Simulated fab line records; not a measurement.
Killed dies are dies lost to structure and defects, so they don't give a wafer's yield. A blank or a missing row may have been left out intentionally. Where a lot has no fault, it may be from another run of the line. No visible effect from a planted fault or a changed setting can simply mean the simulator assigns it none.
A struck lot beside a sound one + flow sky130 + 32 out of 708 route steps
Sound: wafers L546.2, L546.3, L546.5. Struck: wafer L560.4. (L560.2, L560.3 of the same lot were not struck and are left out.) The cause comes at the end.
Per side, at each step with rows, come the tool, then ch with its chambers, and then its first start. Under that, the readings that differ: sound wafers + struck wafers + difference of the means + sigmas: that difference in standard deviations of wafers without a fault.
alike: a reading whose means differ by less than 2 such deviations, as well as words and numbers matching on both sides. not compared: withheld readings; readings where some wafer has no value; bounds like >300 that might hide an equal value; numbers whose values overlap and for which the record gives no deviation.
The two part at a step that has a row with sigmas, a row that says differs or no value, or rows on one side only. Numbers that don't overlap but have no deviation are shown without sigmas and don't part them. A reading that every wafer of one side lacks parts them only if that side has two wafers or more.

SKY_VIA1_ETCH_15: etches SiO2 in C4F8/O2/Ar, stops on TiN, target depth 351 nm, time 54 s.
  sound on rie_diel-01 ch 0,1,3, day 34 23:30; struck on rie_diel-01 ch 3, day 39 10:11
  alike: bias_w, oes_product_au
  not compared: rf_hours_counter_h
SKY_VIA1_STRIP_16: strips in O2/N2.
  sound on plasma_asher-03 ch 1, day 34 23:32; struck on plasma_asher-03 ch 0, day 39 10:14
| reading                     | sound       | struck | difference | sigmas |
|-----------------------------|-------------|--------|------------|--------|
| drypump_motor_current_A (A) | 5.8 5.7 5.8 | 4.9    | -0.9       | -2     |
  alike: oes_product_au, strip_time_to_endpoint_s
  not compared: rf_hours_counter_h
then, 5 steps without rows for these wafers: SKY_VIA1_STRIP_17 (strips in post etch residue remover, time 1200 s); SKY_VIA1_CLEAN_18 (cleans in IPA, time 180 s); SKY_VIA1_CLEAN_19 (cleans in O3/DIW); SKY_VIA1_SPUTTER_20 (material TiN, target thk 20 nm, time 80 s); SKY_VIA1_CVD_21 (deposits W, target thk 270 nm, time 80.902 s).
SKY_VIA1_RS_MEAS_22: uses a four-point probe to measure.
  struck on film_metro-01, day 39 11:01; sound on film_metro-04, day 35 00:19
  alike: VIA1_W_RS
SKY_VIA1_THK_MEAS_23: measures by xrf.
  struck on film_metro-01, day 39 11:07; sound on film_metro-04, day 35 00:26
  alike: VIA1_W_THK
then, 3 steps without rows for these wafers: SKY_VIA1_CMP_24 (polishes, stops on SiO2, t overpolish 15 s, target thk 0 nm); SKY_METAL2_SPUTTER_00 (material Ti, target thk 15 nm, time 10 s); SKY_METAL2_SPUTTER_01 (material TiN, target thk 20 nm, time 16.7 s).
SKY_METAL2_SPUTTER_02: material AlCu, target thk 250 nm, time 13.3 s.
  struck on pvd_sputter-02, day 39 11:31; sound on pvd_sputter-04, day 35 00:50
| reading                                     | sound             | struck | difference | sigmas      |
|---------------------------------------------|-------------------|--------|------------|-------------|
| cathode_dc_power_W (W)                      | 10600 10602 10601 | 10961  | +360       | +99 or more |
| model.AlCu_of_METAL2_SPUTTER_02.thk_nm (nm) | 251.5 249.6 248.6 | 255.2  | +5.3       |             |
  alike: throttle_valve_pct
then, 1 step without rows for these wafers: SKY_METAL2_SPUTTER_03 (material Ti, target thk 5 nm, time 3.3 s).
SKY_METAL2_SPUTTER_04: material TiN, target thk 70 nm, time 58.3 s.
  struck on pvd_sputter-02, day 39 11:34; sound on pvd_sputter-04, day 35 00:52
  alike: cathode_dc_power_W, throttle_valve_pct
SKY_METAL2_RS_MEAS_05: uses a four-point probe to measure.
  struck on film_metro-03, day 39 11:38; sound on film_metro-04, day 35 00:56
| reading                 | sound                | struck | difference | sigmas |
|-------------------------|----------------------|--------|------------|--------|
| METAL2_ALCU_RS (ohm/sq) | 0.1261 0.1268 0.1275 | 0.1242 | -0.0026    | -2     |
SKY_METAL2_THK_MEAS_06: measures by xrf.
  struck on film_metro-03, day 39 11:44; sound on film_metro-04, day 35 01:03
| reading              | sound             | struck | difference | sigmas |
|----------------------|-------------------|--------|------------|--------|
| METAL2_ALCU_THK (nm) | 249.3 249.3 246.6 | 255.6  | +7.2       | +3     |
then, 8 steps without rows for these wafers: SKY_METAL2_DEHYDRATE_07 (time 60 s); SKY_METAL2_HMDS_08 (prime time 60 s); SKY_METAL2_COAT_09 (resist thk 60 nm); SKY_METAL2_COAT_10 (resist thk 450 nm); SKY_METAL2_SOFTBAKE_11 (time 90 s); SKY_METAL2_EXPOSE_12 (exposes mask MM2, target cd 140 nm); SKY_METAL2_PEB_13; SKY_METAL2_DEVELOP_14 (develop time 60 s).
SKY_METAL2_CD_MEAS_15 targets a cd of 140 nm.
  struck on cd_sem-01, day 40 12:02; sound on cd_sem-01, day 36 03:01
  alike: cd_nm
SKY_METAL2_OVL_MEAS_16:
  struck on overlay-01, day 40 12:09; sound on overlay-01, day 36 03:07
  alike: METAL2_OVL
SKY_METAL2_DESCUM_17: chemistry O2, time 8 s.
  sound on rie_metal-04 ch 0,1, day 36 03:09; struck on rie_metal-04 ch 1, day 40 12:11
  alike: drypump_motor_current_A, he_backside_leak_sccm, oes_product_au
  not compared: rf_hours_counter_h
SKY_METAL2_ETCH_18: etches BARC in N2/H2, stops on SiO2, time 45.9 s, target depth 60 nm.
  sound on rie_metal-04 ch 0,1, day 36 03:11; struck on rie_metal-04 ch 1, day 40 12:13
  alike: bias_w, drypump_motor_current_A, he_backside_leak_sccm, oes_product_au, throttle_valve_pct
  not compared: rf_hours_counter_h
SKY_METAL2_METAL_ETCH_19: etches the open film in Cl2/BCl3, stops on SiO2, target depth 360 nm, time 78 s.
  sound on rie_metal-04 ch 0,1, day 36 03:14; struck on rie_metal-04 ch 1, day 40 12:16
| reading                            | sound             | struck | difference | sigmas |
|------------------------------------|-------------------|--------|------------|--------|
| model.etch.depth_nm (nm)           | 362.2 360.5 358.7 | 365    | +5         |        |
| model.METAL2.feature_depth_nm (nm) | 362.2 360.5 358.7 | 365    | +5         |        |
  alike: bias_w, drypump_motor_current_A, he_backside_leak_sccm, oes_product_au, throttle_valve_pct
  not compared: rf_hours_counter_h
then, 1 step without rows for these wafers: SKY_METAL2_STRIP_20 (strips in O2/N2).
-- the record jumps here: 9 days lie between the struck wafers' starts before and after (it left off in module METAL2 and takes up again in module PAD_OPEN, whose first step shown is number 708 of the route) --
SKY_PAD_OPEN_PROBE_99:
  struck on prober-01, day 49 22:07; sound on prober-01, day 46 13:10
| reading                      | sound                | struck | difference | sigmas |
|------------------------------|----------------------|--------|------------|--------|
| killed_short                 | 48 41 43             | 29     | -15        | -3     |
| model.etest.met2.line_ohm_um | 0.8926 0.9362 0.9284 | 0.8914 | -0.0277    |        |
| model.etest.met2.rs_ohm_sq   | 0.1275 0.1286 0.1295 | 0.1255 | -0.0030    |        |
  alike: defect_limited_yield, killed_at_M0_to_M3, killed_at_M4_up, killed_at_contacts, killed_at_front_end, killed_at_other, killed_dies, killed_open, sort_bin_3_pad_short, sort_bin_5_function, sort_bin_6_memory, sort_n_pass, sort_yield_pct

## WHERE THEY PART
At SKY_VIA1_STRIP_16 first; at SKY_PAD_OPEN_PROBE_99 last (within this record only).

WHY: whatever the simulator had introduced
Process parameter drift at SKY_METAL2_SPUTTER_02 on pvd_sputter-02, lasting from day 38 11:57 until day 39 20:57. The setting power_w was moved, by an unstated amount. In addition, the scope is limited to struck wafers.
